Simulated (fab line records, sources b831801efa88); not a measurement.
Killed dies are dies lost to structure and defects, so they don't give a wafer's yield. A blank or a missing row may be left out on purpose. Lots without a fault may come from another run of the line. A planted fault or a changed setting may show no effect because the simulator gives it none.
One fault seen from 2 desks | flow sky130 | each desk has only its own numbers; what lay behind them comes last

THE METROLOGY DESK
What the gauges read, lot by lot, whatever tool the lot ran on: means of the sampled wafers that have a number. A lot is out of limits, marked OUT, if its mean lies more than 4 standard deviations from the usual mean; the brackets give that distance.
Columns: A = LI_CONTACT_HDPCVD_THK at SKY_LI_CONTACT_THK_MEAS_01, usual 936 nm; B = LI_CONTACT_BOW at SKY_LI_CONTACT_BOW_MEAS_03, usual 56 um
lot  | first seen here | A              | B
L235 | day 28 00:35    | 937            | 53
L237 | day 29 00:55    | 941            | 55
L238 | day 29 17:44    | 943            | 53
L240 | day 29 18:15    | 935            | 55
L243 | day 31 08:24    | 944            | 56
L244 | day 31 17:03    | 931            | 56
L246 | day 32 03:23    | 1127 (+21) OUT | 61
L247 | day 32 10:51    | 1116 (+20) OUT | 47
L250 | day 34 06:28    | 933            | 55
L256 | day 35 07:22    | 924            | 59
L257 | day 35 12:39    | 934            | 57
This desk's finding: out of limits on L246, L247; first on L246, day 32 03:23 (LI_CONTACT_HDPCVD_THK at SKY_LI_CONTACT_THK_MEAS_01). In limits: L235, L237, L238, L240, L243, L244, L250, L256, L257.

THE TOOL OWNER'S DESK: hdpcvd-02
The tool's own readings at SKY_LI_CONTACT_HDPCVD_00 (deposits PSG, target thk 930 nm, time 155 s): means of the sampled wafers that have a number, for each lot that ran on this tool. A lot is out of limits, marked OUT, if its mean lies more than 4 standard deviations from the usual mean; the brackets give that distance.
Columns: A = sih4_flow_sccm at SKY_LI_CONTACT_HDPCVD_00, usual 59.99 sccm
lot  | first seen here | A
L237 | day 29 00:48    | 59.95
L240 | day 29 18:08    | 59.92
L244 | day 31 16:57    | 60.04
L246 | day 32 03:19    | 71.93 (+66) OUT
L247 | day 32 10:44    | 71.88 (+66) OUT
L256 | day 35 07:16    | 59.90
This desk's finding: out of limits on L246, L247; first on L246, day 32 03:19 (sih4_flow_sccm at SKY_LI_CONTACT_HDPCVD_00). In limits: L237, L240, L244, L256.

PUT TOGETHER
The tool owner's desk could have raised an alarm at day 32 03:19, on L246, L247.
The metrology desk could have raised an alarm at day 32 03:23, on L246, L247.
Of the lots named, all ran SKY_LI_CONTACT_HDPCVD_00 on hdpcvd-02.

WHAT THE SIMULATOR HAD PUT IN
Process parameter drift: hdpcvd-02, from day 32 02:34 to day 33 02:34, at SKY_LI_CONTACT_HDPCVD_00. Setting sih4_flow_sccm, moved by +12, from 60. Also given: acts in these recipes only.
Lots struck among those shown: L246, L247.
Hours from the fault's start to each desk's first reading out of limits: the tool owner's desk, 1; the metrology desk, 1.
